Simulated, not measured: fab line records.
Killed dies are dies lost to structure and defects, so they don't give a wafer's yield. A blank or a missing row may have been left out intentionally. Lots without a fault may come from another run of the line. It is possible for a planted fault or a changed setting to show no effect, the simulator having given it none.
2 desks, one fault ; flow sky130 ; only its own numbers are on each desk; what lay behind them is given at the end

== FOR THE TOOL OWNER'S DESK: litho-track-03 ==
The tool's own readings at SKY_VIA2_DEVELOP_11 (develop time 60 s): means of the sampled wafers that have a number, for each lot that ran on this tool. A lot is out of limits, marked OUT, if its mean lies more than 4 standard deviations from the usual mean; the brackets give that distance.
Columns: A = chill-plate-temp-C at SKY_VIA2_DEVELOP_11, usual 22.99 C; B = exhaust-pa at SKY_VIA2_DEVELOP_11, usual 44.8 Pa
lot;first seen here;A;B
L367;day 43 05:00;23.10;45.1
This desk's finding: nothing out of limits on the one lot.

== THE METROLOGY DESK ==
What the gauges read, lot by lot, whatever tool the lot ran on: means of the sampled wafers that have a number. A lot is out of limits, marked OUT, if its mean lies more than 4 standard deviations from the usual mean; the brackets give that distance.
Columns: A = VIA2_HDPCVD_THK at SKY_VIA2_THK_MEAS_01, usual 1181 nm; B = VIA2_BOW at SKY_VIA2_BOW_MEAS_03, usual 84 um; C = cd-nm at SKY_VIA2_CD_MEAS_12, usual 199.9 nm
lot;first seen here;A;B;C
L349;day 37 06:19;1182;80;200.0
L351;day 38 10:55;1193;83;-
L353;day 38 16:05;1181;86;-
L362;day 40 21:37;1188;88;197.9
L365;day 41 17:28;1171;87;200.6
L367;day 42 06:11;1188;80;200.3
This desk found nothing out of limits on any of the 6 lots.

== TAKEN TOGETHER ==
Nothing out of limits was seen by the tool owner's desk.
At the metrology desk, nothing out of limits was observed.

== WHAT THE SIMULATOR HAD PUT IN ==
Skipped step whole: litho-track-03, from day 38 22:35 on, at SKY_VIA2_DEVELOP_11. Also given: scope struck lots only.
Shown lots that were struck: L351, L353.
